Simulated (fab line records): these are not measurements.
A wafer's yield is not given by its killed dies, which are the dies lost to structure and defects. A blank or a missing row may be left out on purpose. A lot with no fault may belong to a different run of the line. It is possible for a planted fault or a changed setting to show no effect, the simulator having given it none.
fab line records ; flow sky130
[record] lots = 6; wafers = 18; lastDay = 50
route steps=708 shown SONOS_TUNNEL@165 SONOS_ONO@168 PAD_OPEN@708
lots with no fault: from the same line, run without faults
startH: start of the lot's first displayed wafer, in hours after the record's first day ; waitH: hours from the lot's prior step to this one ; " repeats the value in the row above ; L1.1+2: a single row standing in for several wafers ; - no value, or no start given ; * or withheld: withheld ; < > ~ a bound
route shown NAME@n: NAME is a module with steps in the file, n the number in the route of the first one ; usual: mean/standard deviation taken from wafers without a fault ; same: alike in all rows ; chamber/n: place in a boat ; sites: the reading at each site ; _std_site: how widely they spread, as a standard deviation ; _edge_site: inner sites' mean taken away from outer sites' mean ; radiusMm: how far each site lies from the wafer's centre ; mask NAME#n: copy n ; behind: tool/chamber where the wafer was last shaped ; hold: why the lot went on hold/how many hours it stayed there/how the hold came to an end ; device: the transistor (n, p or np) that didn't switch ; end of line: tests run on the same wafers once the route is complete ; a step without rows: its recipe alone ; killed: at the first sort, the dies lost to defects and structure; wafer yield is something else ; map: shows each die of a wafer: x if killed, . if not, _ if none is there
set.NAME: the setting that was run; set.NAME@STEP: the one run at that earlier step ; model.NAME: the simulator's own value behind a step, which no gauge read
lots at some steps of the route; a table a step, a row a wafer
services: a tool's chamber out of use, with start hour (startH, from the record's first day; less than 0 if before it), hours out, and reason
[[steps]]
[step SKY_SONOS_TUNNEL_STRIP_11]
[recipe] chemistry = SPM; timeS = 600; tempC = 130
[step SKY_SONOS_TUNNEL_TW_MEAS_12]
[usual] SONOS_TUNNEL_TW = 197.7/1.6
lot.wafer;tool;chamber;startH;waitH;SONOS_TUNNEL_TW
L547.1;filmMetro-01;-;254.90;0.0;197.9
L547.2;filmMetro-01;-;254.90;0.0;198.3
L547.3;filmMetro-01;-;254.90;0.0;198.6
L558.3;filmMetro-04;-;342.02;0.0;194.9
L558.4;filmMetro-04;-;342.02;0.0;194.7
L558.5;filmMetro-04;-;342.02;0.0;193.4
L560.1;filmMetro-01;-;356.95;0.0;198.6
L560.3;filmMetro-01;-;356.95;0.0;198.9
L560.6;filmMetro-01;-;356.95;0.0;198.2
L564.1;filmMetro-03;-;392.10;0.0;198.8
L564.2;filmMetro-03;-;392.10;0.0;199.0
L564.5;filmMetro-03;-;392.10;0.0;198.1
L565.2;filmMetro-01;-;402.39;0.0;198.0
L565.3;filmMetro-01;-;402.39;0.0;197.7
L565.4;filmMetro-01;-;402.39;0.0;198.0
L568.1;filmMetro-03;-;421.53;0.0;201.0
L568.3;filmMetro-03;-;421.53;0.0;200.7
L568.5;filmMetro-03;-;421.53;0.0;199.5
[step SKY_SONOS_TUNNEL_CLEAN_13]
[recipe] chemistry = dHF; timeS = 20; dilution = 100:1; dry = ipaMarangoni
[step SKY_SONOS_ONO_OXIDATION_00]
[recipe] tempC = 800; ambient = O2; idleTempC = 700; rampUpCPerMin = 10; rampDownCPerMin = 3; stabiliseS = 600; purgeS = 300; targetThkA = 26; oxTimeS = 1249
[step SKY_SONOS_ONO_THK_MEAS_01]
[recipe] reads = SiO2_of_SONOS_ONO_OXIDATION_00
[usual] SONOS_ONO_OXIDATION_THK = 2.60/0.062
lot.wafer;tool;chamber;startH;waitH;SONOS_ONO_OXIDATION_THK[nm]
L547.1;filmMetro-01;-;256.77;0.0;2.53
L547.2;filmMetro-01;-;256.77;0.0;2.53
L547.3;filmMetro-01;-;256.77;0.0;2.50
L558.3;filmMetro-02;-;343.44;0.0;2.61
L558.4;filmMetro-02;-;343.44;0.0;2.52
L558.5;filmMetro-02;-;343.44;0.0;2.62
L560.1;filmMetro-04;-;360.35;0.0;2.54
L560.3;filmMetro-04;-;360.35;0.0;2.55
L560.6;filmMetro-04;-;360.35;0.0;2.60
L564.1;filmMetro-02;-;395.39;0.0;2.55
L564.2;filmMetro-02;-;395.39;0.0;2.54
L564.5;filmMetro-02;-;395.39;0.0;2.66
L565.2;filmMetro-01;-;404.52;0.0;2.58
L565.3;filmMetro-01;-;404.52;0.0;2.62
L565.4;filmMetro-01;-;404.52;0.0;2.64
L568.1;filmMetro-04;-;425.16;0.0;2.54
L568.3;filmMetro-04;-;425.16;0.0;2.62
L568.5;filmMetro-04;-;425.16;0.0;2.54
[step SKY_SONOS_ONO_CVD_02]
[recipe] material = Si3N4; precursor = DCS/NH3; targetThkNm = 10.5; tempC = 770; timeS = 180; pressureMtorr = 250
[step SKY_SONOS_ONO_THK_MEAS_03]
[recipe] reads = Si3N4_of_SONOS_ONO_CVD_02
[usual] SONOS_ONO_CVD_02_THK = 10.51/0.15
lot.wafer;tool;chamber;startH;waitH;SONOS_ONO_CVD_02_THK[nm]
L547.1;filmMetro-01;-;257.88;0.0;10.34
L547.2;filmMetro-01;-;257.88;0.0;10.30
L547.3;filmMetro-01;-;257.88;0.0;10.36
L558.3;filmMetro-01;-;346.95;0.0;10.82
L558.4;filmMetro-01;-;346.95;0.0;10.57
L558.5;filmMetro-01;-;346.95;0.0;10.61
L560.1;filmMetro-04;-;364.53;0.0;10.46
L560.3;filmMetro-04;-;364.53;0.0;10.45
L560.6;filmMetro-04;-;364.53;0.0;10.41
L564.1;filmMetro-01;-;399.49;0.0;10.59
L564.2;filmMetro-01;-;399.49;0.0;10.53
L564.5;filmMetro-01;-;399.49;0.0;10.55
L565.2;filmMetro-01;-;407.79;0.0;10.49
L565.3;filmMetro-01;-;407.79;0.0;10.53
L565.4;filmMetro-01;-;407.79;0.0;10.42
L568.1;filmMetro-04;-;427.30;0.0;10.55
L568.3;filmMetro-04;-;427.30;0.0;10.50
L568.5;filmMetro-04;-;427.30;0.0;10.51
[step SKY_SONOS_ONO_CVD_04]
[recipe] material = SiO2; precursor = SiH4/N2O; targetThkNm = 5.7199; tempC = 900; pressureMtorr = 400
[step SKY_SONOS_ONO_THK_MEAS_05]
[recipe] reads = SiO2_of_SONOS_ONO_CVD_04
[usual] SONOS_ONO_CVD_04_THK = 5.73/0.11
lot.wafer;tool;chamber;startH;waitH;SONOS_ONO_CVD_04_THK[nm]
L547.1;filmMetro-04;-;259.19;0.0;5.84
L547.2;filmMetro-04;-;259.19;0.0;5.96
L547.3;filmMetro-04;-;259.19;0.0;5.90
L558.3;filmMetro-02;-;348.26;0.0;5.66
L558.4;filmMetro-02;-;348.26;0.0;5.58
L558.5;filmMetro-02;-;348.26;0.0;5.62
L560.1;filmMetro-02;-;365.84;0.0;5.71
L560.3;filmMetro-02;-;365.84;0.0;5.69
L560.6;filmMetro-02;-;365.84;0.0;5.71
L564.1;filmMetro-04;-;400.80;0.0;5.70
L564.2;filmMetro-04;-;400.80;0.0;5.60
L564.5;filmMetro-04;-;400.80;0.0;5.61
L565.2;filmMetro-04;-;409.10;0.0;5.65
L565.3;filmMetro-04;-;409.10;0.0;5.56
L565.4;filmMetro-04;-;409.10;0.0;5.67
L568.1;filmMetro-04;-;428.61;0.0;5.57
L568.3;filmMetro-04;-;428.61;0.0;5.72
L568.5;filmMetro-04;-;428.61;0.0;5.67
[step SKY_SONOS_ONO_DEHYDRATE_06]
[recipe] tempC = 200; timeS = 60
[step SKY_SONOS_ONO_HMDS_07]
[recipe] primeTimeS = 60; primeTempC = 120
[step SKY_SONOS_ONO_COAT_08]
[recipe] resist = NOVOLAK; spinRpm = 3000; resistThkNm = 1140
[step SKY_SONOS_ONO_SOFTBAKE_09]
[recipe] tempC = 90; timeS = 60; resist = NOVOLAK
[usual] heaterPowerTotalW = 56.59/0.043; runLengthS = 89.23/0.15
lot.wafer;tool;chamber;startH;waitH;heaterPowerTotalW;runLengthS
L547.1;lithoTrack-04;0;271.02;0.1;56.55;89.12
L547.2;lithoTrack-04;0;271.02;0.1;56.63;89.10
L547.3;lithoTrack-04;0;271.02;0.1;56.62;89.37
L558.3;lithoTrack-01;0;362.16;0.1;56.58;89.06
L558.4;lithoTrack-01;0;362.16;0.1;56.62;89.16
L558.5;lithoTrack-01;0;362.16;0.1;56.61;89.04
L560.1;lithoTrack-03;0;380.37;0.1;56.61;89.48
L560.3;lithoTrack-03;0;380.37;0.1;56.54;89.19
L560.6;lithoTrack-03;0;380.37;0.1;56.55;89.20
L564.1;lithoTrack-03;0;415.77;0.1;56.61;89.21
L564.2;lithoTrack-03;0;415.77;0.1;56.58;89.29
L564.5;lithoTrack-03;0;415.77;0.1;58.90;82.72
L565.2;lithoTrack-03;0;423.69;0.1;56.54;89.36
L565.3;lithoTrack-03;0;423.69;0.1;56.54;89.17
L565.4;lithoTrack-03;0;423.69;0.1;58.86;82.35
L568.1;lithoTrack-01;0;444.01;0.1;56.61;89.04
L568.3;lithoTrack-01;0;444.01;0.1;56.51;89.23
L568.5;lithoTrack-01;0;444.01;0.1;56.55;89.07
[step SKY_SONOS_ONO_EXPOSE_10]
[recipe] maskId = ONOM; targetCdNm = 410; na = 0.6; sourceShape = conventional; sigmaOuter = 0.6; doseMj = 150
[step SKY_PAD_OPEN_PROBE_99]
[usual] killed_at_M0_to_M3 = 42/6.1; killed_at_M4_up = 3.4/2; killedAtContacts = 23/4.8; killedAtFrontEnd = 15/3.8; killedAtOther = 0.3/0.48; killedDies = 84/8.5; killedOpen = 46/6.8; killedShort = 38/6.2
[same] grossDies = 492; killedAtBackSide = 0
lot.wafer;tool;chamber;startH;waitH;killed_at_M0_to_M3;killed_at_M4_up;killedAtContacts;killedAtFrontEnd;killedAtOther;killedDies;killedOpen;killedShort
L558.3;prober-01;-;1146.83;0.2;29;3;25;20;0;77;40;37
L558.4;prober-01;-;1146.88;0.2;39;1;24;9;0;73;48;25
L558.5;prober-01;-;1146.93;0.2;41;6;18;11;0;76;41;35
L560.1;prober-01;-;1161.07;0.1;35;1;24;13;1;74;45;29
L560.3;prober-01;-;1161.17;0.2;34;0;23;11;0;68;38;30
L560.6;prober-01;-;1161.32;0.2;44;6;20;9;0;79;40;39
L564.1;prober-02;-;1181.26;0.1;41;3;23;17;1;85;51;34
L564.2;prober-02;-;1181.31;0.1;35;4;20;12;0;71;40;31
L564.5;prober-02;-;1181.46;0.2;49;1;18;14;0;82;55;27
L565.2;prober-01;-;1183.69;0.1;43;4;31;14;0;92;56;36
L565.3;prober-01;-;1183.74;0.2;35;2;30;12;0;79;39;40
L565.4;prober-01;-;1183.79;0.2;40;10;20;12;0;82;41;41
L568.1;prober-02;-;1194.33;0.1;41;8;21;13;0;83;45;38
L568.3;prober-02;-;1194.43;0.2;54;6;19;11;0;90;44;46
L568.5;prober-02;-;1194.53;0.2;44;3;14;17;0;78;40;38
// killed by level:class
L558.3 CONTACT:geometricParticle:open=10 LOCAL_INTERCONNECT:geometricParticle:short=8 POLY_GATE:geometricParticle:short=6 VIA1:geometricParticle:open=6 VIA3:geometricParticle:open=6 POLY_GATE:geometricParticle:open=5 LI_CONTACT:geometricParticle:open=4 VIA2:geometricParticle:open=4
L558.4 VIA3:geometricParticle:open=10 CONTACT:geometricParticle:open=9 VIA2:geometricParticle:open=9 VIA1:geometricParticle:open=7 POLY_GATE:geometricParticle:open=5 LI_CONTACT:geometricParticle:open=5 CONTACT:geometricParticle:short=5 METAL1:geometricParticle:short=3
L558.5 VIA1:geometricParticle:open=12 CONTACT:geometricParticle:open=7 VIA2:geometricParticle:open=6 LI_CONTACT:geometricParticle:open=5 METAL4:geometricParticle:short=5 METAL1:geometricParticle:short=4 VIA1:geometricParticle:short=4 VIA2:geometricParticle:short=4
L560.1 VIA1:geometricParticle:open=9 LI_CONTACT:geometricParticle:open=8 CONTACT:geometricParticle:open=7 CONTACT:geometricParticle:short=7 VIA3:geometricParticle:open=6 METAL2:geometricParticle:short=5 VIA2:geometricParticle:open=4 FIELD_ISO:geometricParticle:open=3
L560.3 CONTACT:geometricParticle:open=8 VIA3:geometricParticle:open=7 CONTACT:geometricParticle:short=6 METAL1:geometricParticle:short=6 VIA1:geometricParticle:open=6 METAL2:geometricParticle:short=5 LI_CONTACT:geometricParticle:open=5 FIELD_ISO:geometricParticle:open=3
L560.6 VIA1:geometricParticle:open=10 VIA3:geometricParticle:open=7 LI_CONTACT:geometricParticle:open=6 CONTACT:geometricParticle:short=6 METAL1:geometricParticle:short=6 METAL4:geometricParticle:short=6 VIA1:geometricParticle:short=5 LI_CONTACT:geometricParticle:short=4
L564.1 VIA1:geometricParticle:open=11 LI_CONTACT:geometricParticle:open=9 VIA2:geometricParticle:open=8 VIA3:geometricParticle:open=8 FIELD_ISO:geometricParticle:short=6 LI_CONTACT:geometricParticle:short=5 FIELD_ISO:geometricParticle:open=4 CONTACT:geometricParticle:short=4
L564.2 CONTACT:geometricParticle:open=8 VIA1:geometricParticle:open=6 VIA2:geometricParticle:short=6 FIELD_ISO:geometricParticle:open=5 LI_CONTACT:geometricParticle:open=5 VIA2:geometricParticle:open=5 VIA3:geometricParticle:open=5 VIA1:geometricParticle:short=4
L564.5 VIA1:geometricParticle:open=13 VIA2:geometricParticle:open=11 CONTACT:geometricParticle:open=9 VIA3:geometricParticle:open=8 FIELD_ISO:geometricParticle:open=6 LI_CONTACT:geometricParticle:open=5 METAL1:geometricParticle:short=5 VIA1:geometricParticle:short=5
L565.2 VIA1:geometricParticle:open=18 CONTACT:geometricParticle:open=12 LI_CONTACT:geometricParticle:open=7 VIA3:geometricParticle:open=6 LI_CONTACT:geometricParticle:short=5 METAL1:geometricParticle:short=5 POLY_GATE:geometricParticle:short=4 CONTACT:geometricParticle:short=4
L565.3 CONTACT:geometricParticle:open=8 VIA3:geometricParticle:open=8 LI_CONTACT:geometricParticle:open=6 LOCAL_INTERCONNECT:geometricParticle:short=6 CONTACT:geometricParticle:short=6 VIA1:geometricParticle:short=5 VIA2:geometricParticle:open=5 LI_CONTACT:geometricParticle:short=4
L565.4 METAL2:geometricParticle:short=11 LI_CONTACT:geometricParticle:open=9 VIA1:geometricParticle:open=9 VIA2:geometricParticle:open=8 METAL4:geometricParticle:short=6 METAL1:geometricParticle:short=5 LI_CONTACT:geometricParticle:short=4 CONTACT:geometricParticle:open=4
L568.1 VIA1:geometricParticle:open=9 VIA3:geometricParticle:open=7 LI_CONTACT:geometricParticle:open=6 CONTACT:geometricParticle:short=6 CONTACT:geometricParticle:open=6 VIA2:geometricParticle:open=6 FIELD_ISO:geometricParticle:short=5 POLY_GATE:geometricParticle:short=5
L568.3 VIA3:geometricParticle:open=13 METAL1:geometricParticle:short=8 METAL2:geometricParticle:short=8 VIA1:geometricParticle:open=7 VIA2:geometricParticle:open=7 VIA1:geometricParticle:short=6 CONTACT:geometricParticle:open=5 LOCAL_INTERCONNECT:geometricParticle:short=5
L568.5 VIA1:geometricParticle:open=10 VIA2:geometricParticle:open=8 VIA3:geometricParticle:open=6 CONTACT:geometricParticle:open=6 METAL1:geometricParticle:short=5 METAL2:geometricParticle:short=5 FIELD_ISO:geometricParticle:short=4 POLY_GATE:geometricParticle:open=4
[[services]]
tool;chamber;startH;hours;kind
lithoTrack-01;-;378.59;-;consumableReplace:filter
[[key]]
[firstSign] step = SKY_SONOS_ONO_SOFTBAKE_09; reading = heaterPowerTotalW; direction = up; sigmas = 53; usual = *; struck = *
[effect] step = SKY_SONOS_ONO_SOFTBAKE_09; reading = runLengthS; direction = down; sigmas = 45; usual = *; struck = *
metAt SKY_SONOS_ONO_SOFTBAKE_09
struckWafers L564.5,L565.4
testerLeftOut L564,L565
onsetBetween 380.37 415.77
[fault] kind = processParameterDrift; tool = lithoTrack-03; chamber = -; onsetH = 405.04; steps = SKY_SONOS_ONO_SOFTBAKE_09; channel = timeS; offset = *; shape = step; endH = 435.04; scope = struckWafersOnly; actsIn = *; stated = *
// testerLeftOut: of these lots the tester's yield and bins aren't shown, on N5 and GAA mostly nor the transistor test; their killed dies are dies lost to structure and defects alone, not to doping, threshold or leakage, so they don't give the yield
